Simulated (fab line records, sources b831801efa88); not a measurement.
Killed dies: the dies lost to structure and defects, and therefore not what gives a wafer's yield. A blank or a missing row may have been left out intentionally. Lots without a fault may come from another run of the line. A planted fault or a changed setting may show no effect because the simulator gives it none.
Which tool is to blame? / flow sky130 / 39 wafers from 13 lots sampled at 4 of the route's 708 steps

== WHAT EACH GAUGE READ, for each wafer ==
SKY_POLY_GATE_CD_MEAS_22. Usual: cd nm reads 150.1 nm (standard deviation 2.5).
lot=L544; measured=day 16 02:56; on=cd sem-01; cd nm (nm)=144.5 143.5 150.3; flag=
lot=L545; measured=day 16 06:23; on=cd sem-02; cd nm (nm)=147.6 148.4 149.2; flag=
lot=L546; measured=day 17 00:59; on=cd sem-02; cd nm (nm)=150.8 148.6 152.7; flag=
lot=L548; measured=day 17 19:24; on=cd sem-02; cd nm (nm)=147.0 148.0 147.9; flag=
lot=L554; measured=day 21 04:11; on=cd sem-01; cd nm (nm)=148.9 149.6 151.9; flag=
lot=L556; measured=day 21 21:09; on=cd sem-02; cd nm (nm)=150.2 148.7 148.3; flag=
lot=L558; measured=day 22 04:35; on=cd sem-02; cd nm (nm)=152.7 146.2 150.3; flag=
lot=L564; measured=day 23 19:54; on=cd sem-01; cd nm (nm)=153.8 152.8 155.4; flag=
lot=L565; measured=day 24 03:13; on=cd sem-02; cd nm (nm)=148.8 145.2 149.7; flag=
lot=L566; measured=day 24 06:00; on=cd sem-02; cd nm (nm)=147.6 151.0 152.7; flag=
lot=L567; measured=day 24 19:51; on=cd sem-02; cd nm (nm)=152.0 149.8 149.2; flag=

== EACH LOT AND THE TOOL THAT RAN IT (in order: tool; ch and the chambers of the sampled wafers; start) ==
lot=L544; SKY_POLY_GATE_CVD_03=lpcvd-02 ch 1, day 14 18:57; SKY_POLY_GATE_ETCH_15=rie diel-02 ch 1,3, day 16 00:08; SKY_POLY_GATE_ETCH_17=rie si-01 ch 0,3, day 16 00:25
lot=L545; SKY_POLY_GATE_CVD_03=lpcvd-02 ch 0, day 14 23:18; SKY_POLY_GATE_ETCH_15=rie diel-04 ch 0,1, day 16 04:38; SKY_POLY_GATE_ETCH_17=rie si-01 ch 0,1,3, day 16 04:49
lot=L546; SKY_POLY_GATE_CVD_03=lpcvd-02 ch 0, day 15 14:36; SKY_POLY_GATE_ETCH_15=rie diel-04 ch 0,2,3, day 16 20:41; SKY_POLY_GATE_ETCH_17=rie si-01 ch 0,1,3, day 16 20:52
lot=L548; SKY_POLY_GATE_CVD_03=lpcvd-02 ch 1, day 16 10:43; SKY_POLY_GATE_ETCH_15=rie diel-04 ch 0,2,3, day 17 17:24; SKY_POLY_GATE_ETCH_17=rie si-01 ch 0,1,3, day 17 17:35
lot=L554; SKY_POLY_GATE_CVD_03=lpcvd-02 ch 0, day 19 19:10; SKY_POLY_GATE_ETCH_15=rie diel-03 ch 1,2,3, day 21 02:26; SKY_POLY_GATE_ETCH_17=rie si-01 ch 1,2, day 21 02:37
lot=L556; SKY_POLY_GATE_CVD_03=lpcvd-02 ch 0, day 20 11:47; SKY_POLY_GATE_ETCH_15=rie diel-03 ch 1,3, day 21 19:27; SKY_POLY_GATE_ETCH_17=rie si-01 ch 0,2,3, day 21 19:38
lot=L558; SKY_POLY_GATE_CVD_03=lpcvd-02 ch 1, day 20 18:20; SKY_POLY_GATE_ETCH_15=rie diel-03 ch 0,1,3, day 22 02:48; SKY_POLY_GATE_ETCH_17=rie si-02 ch 0,2,3, day 22 02:59
lot=L560; SKY_POLY_GATE_CVD_03=lpcvd-02 ch 0, day 20 22:46; SKY_POLY_GATE_ETCH_15=-; SKY_POLY_GATE_ETCH_17=-
lot=L559; SKY_POLY_GATE_CVD_03=lpcvd-02 ch 0, day 21 00:08; SKY_POLY_GATE_ETCH_15=-; SKY_POLY_GATE_ETCH_17=-
lot=L564; SKY_POLY_GATE_CVD_03=lpcvd-02 ch 1, day 22 10:22; SKY_POLY_GATE_ETCH_15=rie diel-02 ch 2,3, day 23 18:12; SKY_POLY_GATE_ETCH_17=rie si-02 ch 0,1,3, day 23 18:23
lot=L565; SKY_POLY_GATE_CVD_03=lpcvd-02 ch 0, day 22 18:11; SKY_POLY_GATE_ETCH_15=rie diel-03 ch 0,1,2, day 24 01:31; SKY_POLY_GATE_ETCH_17=rie si-01 ch 0,2,3, day 24 01:42
lot=L566; SKY_POLY_GATE_CVD_03=lpcvd-02 ch 0, day 22 21:07; SKY_POLY_GATE_ETCH_15=rie diel-02 ch 0,1,2, day 24 04:18; SKY_POLY_GATE_ETCH_17=rie si-02 ch 0,1,2, day 24 04:29
lot=L567; SKY_POLY_GATE_CVD_03=lpcvd-02 ch 0, day 23 10:19; SKY_POLY_GATE_ETCH_15=rie diel-04 ch 1,3, day 24 18:09; SKY_POLY_GATE_ETCH_17=rie si-01 ch 0,1,2, day 24 18:20
- SKY_POLY_GATE_CVD_03: deposits Si3N4 from DCS/NH3, target thk 75 nm, time 1290 s.
- SKY_POLY_GATE_ETCH_15: etches BARC in N2/H2, stops on SiO2, time 118.5 s, target depth 110 nm.
- SKY_POLY_GATE_ETCH_17: etches poly-Si in HBr/Cl2, stops on SiO2, target depth 180 nm, time 70.5 s.

== WHAT THE TOOLS THEMSELVES READ (means of the sampled wafers that have a number; where no wafer has one, the mark that the record gives instead) ==
SKY_POLY_GATE_CVD_03. Usual: pressure mtorr 249.9 mTorr, standard deviation 0.57; spike tc bottom C 790.2 C, standard deviation 1.3.
lot=L544; tool=lpcvd-02; pressure mtorr (mTorr)=249.9; spike tc bottom C (C)=790.1; flag=
lot=L545; tool=lpcvd-02; pressure mtorr (mTorr)=249.2; spike tc bottom C (C)=790.8; flag=
lot=L546; tool=lpcvd-02; pressure mtorr (mTorr)=248.7; spike tc bottom C (C)=791.5; flag=
lot=L548; tool=lpcvd-02; pressure mtorr (mTorr)=250.2; spike tc bottom C (C)=789.3; flag=
lot=L554; tool=lpcvd-02; pressure mtorr (mTorr)=249.4; spike tc bottom C (C)=789.5; flag=
lot=L556; tool=lpcvd-02; pressure mtorr (mTorr)=250.3; spike tc bottom C (C)=792.0; flag=
lot=L558; tool=lpcvd-02; pressure mtorr (mTorr)=250.0; spike tc bottom C (C)=790.2; flag=
lot=L560; tool=lpcvd-02; pressure mtorr (mTorr)=-; spike tc bottom C (C)=-; flag=OFF
lot=L559; tool=lpcvd-02; pressure mtorr (mTorr)=-; spike tc bottom C (C)=-; flag=OFF
lot=L564; tool=lpcvd-02; pressure mtorr (mTorr)=249.6; spike tc bottom C (C)=789.0; flag=
lot=L565; tool=lpcvd-02; pressure mtorr (mTorr)=250.3; spike tc bottom C (C)=791.0; flag=
lot=L566; tool=lpcvd-02; pressure mtorr (mTorr)=249.8; spike tc bottom C (C)=791.1; flag=
lot=L567; tool=lpcvd-02; pressure mtorr (mTorr)=249.5; spike tc bottom C (C)=790.5; flag=

SKY_POLY_GATE_ETCH_15. Usual: drypump motor current A 5.7 A, standard deviation 0.39; oes product au 0.716 a.u., standard deviation 0.0047; throttle valve pct 13.213 %, standard deviation 0.0083.
lot=L544; tool=rie diel-02; drypump motor current A (A)=5.3; oes product au (a.u.)=0.716; throttle valve pct (%)=13.207; flag=
lot=L545; tool=rie diel-04; drypump motor current A (A)=5.1; oes product au (a.u.)=0.715; throttle valve pct (%)=13.218; flag=
lot=L546; tool=rie diel-04; drypump motor current A (A)=5.7; oes product au (a.u.)=0.715; throttle valve pct (%)=13.214; flag=
lot=L548; tool=rie diel-04; drypump motor current A (A)=5.7; oes product au (a.u.)=0.716; throttle valve pct (%)=13.209; flag=
lot=L554; tool=rie diel-03; drypump motor current A (A)=6.0; oes product au (a.u.)=0.717; throttle valve pct (%)=13.211; flag=
lot=L556; tool=rie diel-03; drypump motor current A (A)=6.1; oes product au (a.u.)=0.719; throttle valve pct (%)=13.212; flag=
lot=L558; tool=rie diel-03; drypump motor current A (A)=5.9; oes product au (a.u.)=0.717; throttle valve pct (%)=13.211; flag=
lot=L564; tool=rie diel-02; drypump motor current A (A)=5.3; oes product au (a.u.)=0.716; throttle valve pct (%)=13.209; flag=
lot=L565; tool=rie diel-03; drypump motor current A (A)=5.8; oes product au (a.u.)=0.715; throttle valve pct (%)=13.214; flag=
lot=L566; tool=rie diel-02; drypump motor current A (A)=5.7; oes product au (a.u.)=0.715; throttle valve pct (%)=13.207; flag=
lot=L567; tool=rie diel-04; drypump motor current A (A)=5.4; oes product au (a.u.)=0.719; throttle valve pct (%)=13.221; flag=

SKY_POLY_GATE_ETCH_17. Usual: drypump motor current A 5.8 A, standard deviation 0.51; he backside leak sccm 2.58 sccm, standard deviation 0.21; mfc cl2 sccm 49.99 sccm, standard deviation 0.16; oes product au 0.984 a.u., standard deviation 0.0074; throttle valve pct 33.684 %, standard deviation 0.0086.
lot=L544; tool=rie si-01; drypump motor current A (A)=5.3; he backside leak sccm (sccm)=2.35; mfc cl2 sccm (sccm)=49.96; oes product au (a.u.)=0.980; throttle valve pct (%)=33.687; flag=
lot=L545; tool=rie si-01; drypump motor current A (A)=5.7; he backside leak sccm (sccm)=2.41; mfc cl2 sccm (sccm)=50.06; oes product au (a.u.)=0.978; throttle valve pct (%)=33.688; flag=
lot=L546; tool=rie si-01; drypump motor current A (A)=5.7; he backside leak sccm (sccm)=2.51; mfc cl2 sccm (sccm)=49.95; oes product au (a.u.)=0.985; throttle valve pct (%)=33.692; flag=
lot=L548; tool=rie si-01; drypump motor current A (A)=5.7; he backside leak sccm (sccm)=2.42; mfc cl2 sccm (sccm)=49.86; oes product au (a.u.)=0.983; throttle valve pct (%)=33.685; flag=
lot=L554; tool=rie si-01; drypump motor current A (A)=5.8; he backside leak sccm (sccm)=2.69; mfc cl2 sccm (sccm)=49.92; oes product au (a.u.)=0.986; throttle valve pct (%)=33.685; flag=
lot=L556; tool=rie si-01; drypump motor current A (A)=5.6; he backside leak sccm (sccm)=2.55; mfc cl2 sccm (sccm)=49.94; oes product au (a.u.)=0.986; throttle valve pct (%)=33.684; flag=
lot=L558; tool=rie si-02; drypump motor current A (A)=5.8; he backside leak sccm (sccm)=2.83; mfc cl2 sccm (sccm)=50.08; oes product au (a.u.)=0.982; throttle valve pct (%)=33.685; flag=
lot=L564; tool=rie si-02; drypump motor current A (A)=6.2; he backside leak sccm (sccm)=2.64; mfc cl2 sccm (sccm)=49.99; oes product au (a.u.)=0.981; throttle valve pct (%)=33.683; flag=
lot=L565; tool=rie si-01; drypump motor current A (A)=5.6; he backside leak sccm (sccm)=2.52; mfc cl2 sccm (sccm)=50.00; oes product au (a.u.)=0.989; throttle valve pct (%)=33.687; flag=
lot=L566; tool=rie si-02; drypump motor current A (A)=6.0; he backside leak sccm (sccm)=2.64; mfc cl2 sccm (sccm)=49.75; oes product au (a.u.)=0.991; throttle valve pct (%)=33.683; flag=
lot=L567; tool=rie si-01; drypump motor current A (A)=6.0; he backside leak sccm (sccm)=2.46; mfc cl2 sccm (sccm)=49.98; oes product au (a.u.)=0.983; throttle valve pct (%)=33.689; flag=

== THE ANSWER, worked out from the rows above alone ==
Rule: a lot counts as off when the mean over its wafers that have a number is more than 3 standard deviations away from the usual mean. Also off: a lot with no number at a reading for which 4 or more lots have one. Any other lot the step has rows for is counted as sound. The gauges are gone through in route order, then the tools' own readings, and for those a lot's mean is taken as printed above. The first step at which some lot is off is used, and at that step the reading that is off furthest; a lot without a number counts as furthest.
Off: L560, L559, at SKY_POLY_GATE_CVD_03 (pressure mtorr). Without a number there: L560, L559.
A tool fits if, at that step or a process step before it, it ran every lot that is off, and no sound lot after the first of them. Not one of the candidates tried fits.

== WHAT THE SIMULATOR HAD INSERTED ==
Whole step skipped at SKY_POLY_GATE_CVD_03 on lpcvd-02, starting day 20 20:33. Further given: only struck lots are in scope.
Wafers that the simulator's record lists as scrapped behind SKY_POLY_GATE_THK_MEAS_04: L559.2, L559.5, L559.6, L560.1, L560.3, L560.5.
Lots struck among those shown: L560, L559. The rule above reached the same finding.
